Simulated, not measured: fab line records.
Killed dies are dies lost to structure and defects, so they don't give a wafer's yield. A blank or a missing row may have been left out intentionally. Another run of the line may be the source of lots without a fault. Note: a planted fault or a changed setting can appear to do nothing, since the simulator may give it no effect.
The same fault as seen by 2 desks -- flow gf180mcu -- numbers are kept per desk, each desk with only its own; the story behind them comes last

TOOL OWNER'S DESK, pvd-sputter-02
The tool's own readings at GF_V4_SPUTTER_21 (material Ti, target thk 15 nm, time 80.02 s): means of the sampled wafers that have a number, for each lot that ran on this tool. If a lot's mean is further than 4 standard deviations from the usual mean, the lot is out of limits and carries the mark OUT (the distance appears in the brackets).
Columns: A = chamber-pressure-pa at GF_V4_SPUTTER_21, usual 5.000 Pa; B = throttle-valve-pct at GF_V4_SPUTTER_21, usual 30.2 %
lot,first seen here,A,B
L374,day 25 02:16,5.000,30.5
L377,day 25 18:14,5.013,29.9
L381,day 27 02:56,5.004,30.3
L382,day 27 06:48,4.321 (-68) OUT,33.5 (+4.3) OUT
L386,day 28 18:52,4.324 (-68) OUT,32.4
This desk's finding: out of limits on L382, L386; first on L382, day 27 06:48 (chamber-pressure-pa at GF_V4_SPUTTER_21). Within limits: L374, L377, L381.

METROLOGY DESK
Lot by lot, what the gauges showed, no matter which tool ran the lot: averages of those sampled wafers that carry a number. If a lot's mean is further than 4 standard deviations from the usual mean, the lot is out of limits and carries the mark OUT (the distance appears in the brackets).
Columns: A = V4_W_RS at GF_V4_RS_MEAS_24, usual 0.325 ohm/sq
lot,first seen here,A
L374,day 25 02:30,0.328
L375,day 25 09:17,0.323
L376,day 25 16:29,0.327
L377,day 25 18:28,0.324
L378,day 26 09:41,0.328
L381,day 27 03:10,0.326
L382,day 27 07:03,0.324
L386,day 28 19:06,0.322
L391,day 30 02:10,0.325
L392,day 30 10:04,0.323
L394,day 30 21:14,0.323
L395,day 31 05:26,0.321
L396,day 31 07:49,0.325
This desk found nothing out of limits on any of the 13 lots.

BROUGHT TOGETHER
The tool owner's desk had the chance to raise an alarm at day 27 06:48 on L382, L386.
Nothing out of limits was seen by the metrology desk.
The metrology desk has L382, L386 on record, within its limits.
Of the lots named, all ran GF_V4_SPUTTER_21 on pvd-sputter-02.

WHAT THE SIMULATOR HAD INSERTED
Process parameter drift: pvd-sputter-02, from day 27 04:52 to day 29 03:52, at GF_V4_SPUTTER_21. Setting chamber-pressure-pa shifted by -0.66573 from 5. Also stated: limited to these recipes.
Struck lots among those shown: L382, L386.
Delay in hours, fault start to first out-of-limits reading, by desk: the tool owner's desk at 2.
